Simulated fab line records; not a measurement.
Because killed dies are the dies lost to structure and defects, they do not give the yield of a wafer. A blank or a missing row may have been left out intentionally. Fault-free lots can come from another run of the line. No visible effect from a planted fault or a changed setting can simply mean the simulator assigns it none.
fab line records	flow gf180mcu
record: lots: 12	wafers: 36	last_day: 34
route steps=602 shown DNWELL@40 LVPWELL@58 HV_LDD@198 PSD@258
lots untouched by any fault: they come from a run of this same line in which no faults occurred
start_h: hours from the record's opening day to when the first of the lot's shown wafers began	wait_h: hours from the lot's prior step to this one	" repeats the value in the row above	L1.1+2: several wafers, shown together as one row	- no value, or no start was given	* or withheld: withheld	< > ~ a bound
route shown NAME@n: names a module that has steps shown in the file, with the first one's number in the route	usual: average and standard deviation across the fault-free wafers	same: alike in all rows	chamber/n: place in a boat	sites: per-site readings	_std_site: how widely they spread, as a standard deviation	_edge_site: outer sites' mean less inner sites'	radius_mm: how far each site lies from the wafer's centre	mask NAME#n: copy n	behind: the last tool/chamber to shape the wafer	hold: why the lot was held/for how many hours/how that ended	device: the n, p or np transistor that did not switch	end of line: tests run on the same wafers once the route is complete	where a step has no rows: the recipe by itself	killed: the dies lost at the first sort to structure and to defects; this is not the yield of the wafer	map: per-die view of a wafer (x killed, . not killed, _ where there is no die)
set.NAME: the run value of the setting; set.NAME@STEP: its run value at that earlier step	model.NAME: the simulator's own value behind a step, which no gauge read
a sample of lots followed through the steps of the route, with each step as a table and each wafer as a row
services: a tool's chamber out of use, with start hour (start_h, from the record's first day; less than 0 if before it), hours out, and reason
== steps ==
step: GF_DNWELL_STRIP_08
recipe: chemistry: O2/N2	power_w: 1400	pressure_mtorr: 1500	platen_temp_c: 250	o2_flow_sccm: 3000	n2_flow_sccm: 300	overash_fraction: 0.5
usual: drypump_motor_current_A: 5.7/0.59	heater_power_w: 329/37	oes_product_au: 0.723/0.0047	strip_time_to_endpoint_s: 36.99/0.1
lot.wafer	tool	chamber	start_h	wait_h	drypump_motor_current_A	heater_power_w	oes_product_au	rf_hours_counter_h	strip_time_to_endpoint_s
L306.1	plasma_asher-01	1	42.05	0.1	5.6	371	0.728	33	36.98
L306.3	"	1	"	"	5.6	375	0.717	-	36.88
L306.5	"	1	"	"	5.7	372	0.731	-	36.86
L307.2	plasma_asher-01	1	49.15	0.1	5.6	367	0.722	33	36.98
L307.3	"	1	"	"	5.6	370	0.725	-	37.02
L307.5	"	1	"	"	5.6	372	0.723	-	36.95
L308.3	plasma_asher-03	1	52.51	0.1	6.2	350	0.723	-	36.91
L308.5	"	1	"	"	6.2	343	0.726	-	36.85
L308.6	"	0	"	"	6.2	310	0.725	-	36.97
L309.3	plasma_asher-04	0	58.14	0.1	5.7	311	0.719	-	36.92
L309.4	"	1	"	"	4.8	290	0.721	-	36.98
L309.6	"	0	"	"	5.7	304	0.715	-	36.99
L310.1	plasma_asher-04	0	67.28	0.1	5.7	306	0.718	43	37.12
L310.2	"	1	"	"	4.8	288	0.719	43	36.98
L310.4	"	1	"	"	4.8	290	0.724	-	37.06
L311.2	plasma_asher-03	0	70.72	0.1	6.2	307	0.720	30	37.07
L311.3	"	1	"	"	6.2	353	0.719	-	37.10
L311.4	"	0	"	"	6.2	310	0.728	-	36.95
L312.3	plasma_asher-04	0	75.16	0.1	5.7	296	0.726	-	37.02
L312.4	"	1	"	"	4.8	283	0.720	-	37.04
L312.5	"	1	"	"	4.8	295	0.723	-	37.00
L313.1	plasma_asher-04	1	82.95	0.1	4.8	284	0.723	45	36.86
L313.3	"	1	"	"	4.8	290	0.726	-	37.01
L313.6	"	1	"	"	4.8	283	0.725	-	36.78
L314.3	plasma_asher-04	0	90.94	0.1	5.7	306	0.715	-	37.30
L314.5	"	1	"	"	4.8	282	0.718	-	37.22
L314.6	"	0	"	"	5.7	314	0.725	-	37.14
L315.1	plasma_asher-03	0	101.78	0.1	6.2	321	0.718	32	37.04
L315.3	"	1	"	"	6.2	354	0.729	-	36.99
L315.6	"	1	"	"	6.2	345	0.725	-	36.96
L324.3	plasma_asher-01	0	140.00	0.1	6.5	387	0.722	-	36.84
L324.5	"	1	"	"	5.7	376	0.722	-	36.99
L324.6	"	0	"	"	6.5	380	0.723	-	37.03
L329.2	plasma_asher-01	0	167.58	0.1	6.5	389	0.718	46	36.91
L329.3	"	1	"	"	5.6	371	0.723	-	37.00
L329.5	"	0	"	"	6.5	381	0.726	-	36.94
step: GF_LVPWELL_EXPOSE_04
recipe: mask_id: LVPWELL	target_cd_nm: 600	na: 0.6	source_shape: conventional	sigma_outer: 0.6	dose_mj: 260
lot.wafer	tool	chamber	start_h	wait_h	mask
L306.1+3+5	iline_stepper-01	0	61.81	-	LVPWELL#0
L307.2+3+5	iline_stepper-01	0	68.40	-	LVPWELL#0
L308.3+5+6	iline_stepper-02	0	72.82	-	LVPWELL#0
L309.3+4+6	iline_stepper-02	0	78.57	-	LVPWELL#0
L310.1+2+4	iline_stepper-01	0	87.15	-	LVPWELL#0
L311.2+3+4	iline_stepper-02	0	90.67	-	LVPWELL#0
L312.3+4+5	iline_stepper-02	0	94.62	-	LVPWELL#0
L313.1+3+6	iline_stepper-02	0	103.38	-	LVPWELL#0
L314.3+5+6	iline_stepper-01	0	111.89	-	DNWELL#0
L315.1+3+6	iline_stepper-02	0	124.70	-	LVPWELL#0
L324.3+5+6	iline_stepper-01	0	163.42	-	LVPWELL#0
L329.2+3+5	iline_stepper-02	0	192.39	-	LVPWELL#0
step: GF_LVPWELL_OVL_MEAS_07
usual: LVPWELL_OVL: 0.5/1.1
lot.wafer	tool	chamber	start_h	wait_h	LVPWELL_OVL[nm]
L306.1	overlay-02	-	68.05	-	1.4
L306.3	"	-	"	"	1.6
L306.5	"	-	"	"	0.1
L307.2	overlay-01	-	75.06	-	1.1
L307.3	"	-	"	"	0.8
L307.5	"	-	"	"	0.4
L308.3	overlay-02	-	78.89	-	-0.6
L308.5	"	-	"	"	-0.8
L308.6	"	-	"	"	-0.3
L309.3	overlay-01	-	85.07	-	0.9
L309.4	"	-	"	"	3.0
L309.6	"	-	"	"	0.3
L310.1	overlay-02	-	93.33	-	-0.3
L310.2	"	-	"	"	0.0
L310.4	"	-	"	"	0.3
L311.2	overlay-01	-	96.84	-	2.1
L311.3	"	-	"	"	1.4
L311.4	"	-	"	"	1.3
L312.3	overlay-02	-	100.69	-	-0.2
L312.4	"	-	"	"	2.3
L312.5	"	-	"	"	0.4
L313.1	overlay-02	-	109.88	-	2.8
L313.3	"	-	"	"	2.8
L313.6	"	-	"	"	3.2
L314.3	overlay-01	-	118.89	-	-
L314.5	"	-	"	"	-
L314.6	"	-	"	"	-
L315.1	overlay-01	-	130.98	-	0.1
L315.3	"	-	"	"	0.7
L315.6	"	-	"	"	0.2
L324.3	overlay-02	-	171.46	-	-0.8
L324.5	"	-	"	"	-0.2
L324.6	"	-	"	"	0.1
L329.2	overlay-02	-	200.68	-	0.1
L329.3	"	-	"	"	1.0
L329.5	"	-	"	"	-0.8
step: GF_LVPWELL_TW_MEAS_11
usual: LVPWELL_TW: 558/3.2
lot.wafer	tool	chamber	start_h	wait_h	LVPWELL_TW
L306.1	film_metro-04	-	68.49	0.1	565
L306.3	"	-	"	"	562
L306.5	"	-	"	"	559
L307.2	film_metro-01	-	75.50	0.1	555
L307.3	"	-	"	"	554
L307.5	"	-	"	"	556
L308.3	film_metro-01	-	79.33	0.1	555
L308.5	"	-	"	"	552
L308.6	"	-	"	"	554
L309.3	film_metro-01	-	85.51	0.1	554
L309.4	"	-	"	"	556
L309.6	"	-	"	"	557
L310.1	film_metro-01	-	93.77	0.1	553
L310.2	"	-	"	"	556
L310.4	"	-	"	"	556
L311.2	film_metro-01	-	97.28	0.1	553
L311.3	"	-	"	"	555
L311.4	"	-	"	"	554
L312.3	film_metro-01	-	101.14	0.1	557
L312.4	"	-	"	"	554
L312.5	"	-	"	"	560
L313.1	film_metro-02	-	110.31	0.1	563
L313.3	"	-	"	"	561
L313.6	"	-	"	"	558
L314.3	film_metro-02	-	119.33	0.1	30
L314.5	"	-	"	"	30
L314.6	"	-	"	"	30
L315.1	film_metro-01	-	131.41	0.1	558
L315.3	"	-	"	"	560
L315.6	"	-	"	"	558
L324.3	film_metro-04	-	171.91	0.1	559
L324.5	"	-	"	"	562
L324.6	"	-	"	"	561
L329.2	film_metro-04	-	201.12	0.1	563
L329.3	"	-	"	"	563
L329.5	"	-	"	"	559
step: GF_HV_LDD_STRIP_22
recipe: chemistry: O2/N2	power_w: 1400	pressure_mtorr: 1500	platen_temp_c: 250	o2_flow_sccm: 3000	n2_flow_sccm: 300	overash_fraction: 0.5
usual: drypump_motor_current_A: 5.9/0.53	heater_power_w: 336/32	oes_product_au: 0.715/0.0045	strip_time_to_endpoint_s: 12.64/0.034
lot.wafer	tool	chamber	start_h	wait_h	drypump_motor_current_A	heater_power_w	oes_product_au	rf_hours_counter_h	strip_time_to_endpoint_s
L306.1	plasma_asher-01	1	230.82	0.1	5.7	374	0.712	53	12.68
L306.3	"	1	"	"	5.6	368	0.715	-	12.71
L306.5	"	1	"	"	5.7	381	0.718	-	12.66
L307.2	plasma_asher-04	1	239.18	0.1	4.8	293	0.718	61	12.63
L307.3	"	0	"	"	5.7	309	0.724	-	12.60
L307.5	"	1	"	"	4.8	291	0.712	-	12.57
L308.3	plasma_asher-04	0	243.57	0.1	5.7	312	0.712	-	12.62
L308.5	"	0	"	"	5.7	308	0.721	-	12.65
L308.6	"	1	"	"	4.8	290	0.721	-	12.63
L309.3	plasma_asher-03	1	252.66	0.1	6.2	350	0.715	-	12.66
L309.4	"	0	"	"	6.2	315	0.717	-	12.64
L309.6	"	1	"	"	6.2	333	0.717	-	12.67
L310.1	plasma_asher-03	0	263.56	0.1	6.2	319	0.713	50	12.63
L310.2	"	1	"	"	6.2	349	0.720	50	12.66
L310.4	"	1	"	"	6.2	347	0.714	-	12.68
L311.2	plasma_asher-04	1	268.18	0.1	4.8	287	0.718	64	12.64
L311.3	"	1	"	"	4.8	296	0.714	-	12.62
L311.4	"	0	"	"	5.7	301	0.710	-	12.62
L312.3	plasma_asher-03	1	277.16	0.1	6.2	345	0.716	-	12.59
L312.4	"	0	"	"	6.3	309	0.716	-	12.60
L312.5	"	0	"	"	6.2	310	0.717	-	12.62
L313.1	plasma_asher-03	0	287.17	0.1	6.1	311	0.713	53	12.66
L313.3	"	1	"	"	6.2	353	0.716	-	12.63
L313.6	"	1	"	"	6.2	349	0.714	-	12.66
L314.3	plasma_asher-03	1	306.16	0.1	6.2	348	0.718	-	12.57
L314.5	"	0	"	"	6.3	320	0.716	-	12.61
L314.6	"	1	"	"	6.2	355	0.709	-	12.58
L315.1	plasma_asher-01	1	314.43	0.1	5.7	374	0.721	61	12.70
L315.3	"	1	"	"	5.6	368	0.707	-	12.72
L315.6	"	0	"	"	6.4	378	0.716	-	12.68
L324.3	plasma_asher-01	1	370.86	0.1	5.6	362	0.708	-	12.66
L324.5	"	0	"	"	6.5	375	0.709	-	12.59
L324.6	"	1	"	"	5.6	368	0.718	-	12.66
L329.2	plasma_asher-03	1	409.90	0.1	6.2	347	0.722	64	12.67
L329.3	"	1	"	"	6.2	342	0.712	-	12.68
L329.5	"	1	"	"	6.2	347	0.721	-	12.64
step: GF_PSD_STRIP_10
recipe: chemistry: O2/N2	power_w: 1400	pressure_mtorr: 1500	platen_temp_c: 250	o2_flow_sccm: 3000	n2_flow_sccm: 300	overash_fraction: 0.5
usual: drypump_motor_current_A: 5.6/0.52	heater_power_w: 340/34	oes_product_au: 0.592/0.0045	strip_time_to_endpoint_s: 16.54/0.042
lot.wafer	tool	chamber	start_h	wait_h	drypump_motor_current_A	heater_power_w	oes_product_au	rf_hours_counter_h	strip_time_to_endpoint_s
L306.1	plasma_asher-02	1	311.63	0.1	6.1	353	0.591	19	16.57
L306.3	"	1	"	"	6.0	349	0.594	-	16.61
L306.5	"	0	"	"	5.2	364	0.586	-	16.60
L307.2	plasma_asher-04	1	319.26	0.1	4.8	289	0.589	69	16.58
L307.3	"	1	"	"	4.8	293	0.580	-	16.54
L307.5	"	0	"	"	5.7	304	0.596	-	16.51
L308.3	plasma_asher-04	1	327.88	0.1	4.8	288	0.587	-	16.59
L308.5	"	1	"	"	4.8	291	0.584	-	16.56
L308.6	"	0	"	"	5.7	299	0.598	-	16.58
L309.3	plasma_asher-02	1	334.36	0.1	6.0	354	0.598	-	16.55
L309.4	"	0	"	"	5.2	361	0.586	-	16.53
L309.6	"	0	"	"	5.2	364	0.594	-	16.55
L310.1	plasma_asher-04	1	348.56	0.1	4.8	290	0.587	72	16.49
L310.2	"	0	"	"	5.7	301	0.600	72	16.52
L310.4	"	1	"	"	4.8	291	0.584	-	16.49
L311.2	plasma_asher-02	0	352.68	0.1	5.2	354	0.591	24	16.56
L311.3	"	0	"	"	5.2	364	0.589	-	16.54
L311.4	"	1	"	"	6.1	359	0.588	-	16.52
L312.3	plasma_asher-01	0	364.76	0.1	6.4	384	0.588	-	16.56
L312.4	"	1	"	"	5.7	366	0.596	-	16.56
L312.5	"	1	"	"	5.6	370	0.588	-	16.54
L313.1	plasma_asher-04	0	376.13	0.1	5.7	299	0.593	75	16.54
L313.3	"	1	"	"	4.8	299	0.589	-	16.54
L313.6	"	0	"	"	5.7	311	0.588	-	16.52
L314.3	plasma_asher-02	1	397.01	0.1	6.0	349	0.596	-	16.54
L314.5	"	0	"	"	5.2	365	0.591	-	16.54
L314.6	"	1	"	"	6.1	352	0.585	-	16.54
L315.1	plasma_asher-02	1	406.33	0.1	6.1	352	0.584	29	16.55
L315.3	"	1	"	"	6.0	352	0.597	-	16.47
L315.6	"	0	"	"	5.2	366	0.593	-	16.47
L324.3	plasma_asher-02	0	469.30	0.1	5.2	355	0.590	-	16.59
L324.5	"	0	"	"	5.2	365	0.599	-	16.58
L324.6	"	1	"	"	6.1	356	0.593	-	16.59
L329.2	plasma_asher-04	1	509.90	0.1	4.8	292	0.597	90	16.54
L329.3	"	0	"	"	5.7	300	0.586	-	16.59
L329.5	"	0	"	"	5.7	313	0.595	-	16.54
== services ==
tool	chamber	start_h	hours	kind
plasma_asher-03	-	73.25	14.6	pm
iline_stepper-01	-	81.64	2.1	pm
iline_stepper-01	-	87.75	22.5	repair
plasma_asher-04	-	103.48	4.2	repair
plasma_asher-02	-	108.75	9.0	pm
iline_stepper-02	-	110.32	1.7	pm
plasma_asher-03	-	110.46	1.0	repair
iline_stepper-01	-	132.49	4.4	pm
iline_stepper-01	-	170.93	1.7	pm
plasma_asher-01	-	181.17	1.0	repair
plasma_asher-04	-	211.53	2.8	repair
plasma_asher-04	-	228.34	2.5	repair
plasma_asher-04	-	261.77	2.8	pm
iline_stepper-01	-	262.08	14.6	repair
iline_stepper-02	-	306.42	1.7	pm
iline_stepper-02	-	360.45	4.8	repair
plasma_asher-03	-	374.65	22.8	repair
iline_stepper-01	-	389.11	1.7	pm
plasma_asher-02	-	390.18	0.9	repair
plasma_asher-03	-	391.33	1.6	repair
iline_stepper-01	-	418.50	5.7	repair
plasma_asher-01	-	421.25	9.0	pm
plasma_asher-03	-	447.28	5.6	repair
plasma_asher-02	-	502.24	1.9	repair
== key ==
first_sign: step: GF_LVPWELL_EXPOSE_04	reading: mask	direction: changed
effect: step: GF_LVPWELL_OVL_MEAS_07	reading: LVPWELL_OVL	direction: missing
effect: step: GF_LVPWELL_TW_MEAS_11	reading: LVPWELL_TW	direction: down	sigmas: 99+	usual: 558	struck: 30
met_at GF_LVPWELL_EXPOSE_04
struck_lots L314
sort_left_out L314.3,L314.5,L314.6
tester_left_out L314
not_acting_at GF_DNWELL_STRIP_08,GF_HV_LDD_STRIP_22,GF_PSD_STRIP_10
onset_between 87.15 111.89
fault: kind: wrong_mask	tool: any	chamber: -	onset_h: 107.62	steps: GF_LVPWELL_EXPOSE_04	aux_copy: DNWELL#0	scope: struck_lots_only
tester_left_out: of these lots the tester's yield and bins aren't shown, on N5 and GAA mostly nor the transistor test; their killed dies are dies lost to structure and defects alone, not to doping, threshold or leakage, so they don't give the yield
sort_left_out: the simulated sort isn't trusted on such a fault, so these wafers' sort isn't shown, and their yield isn't known
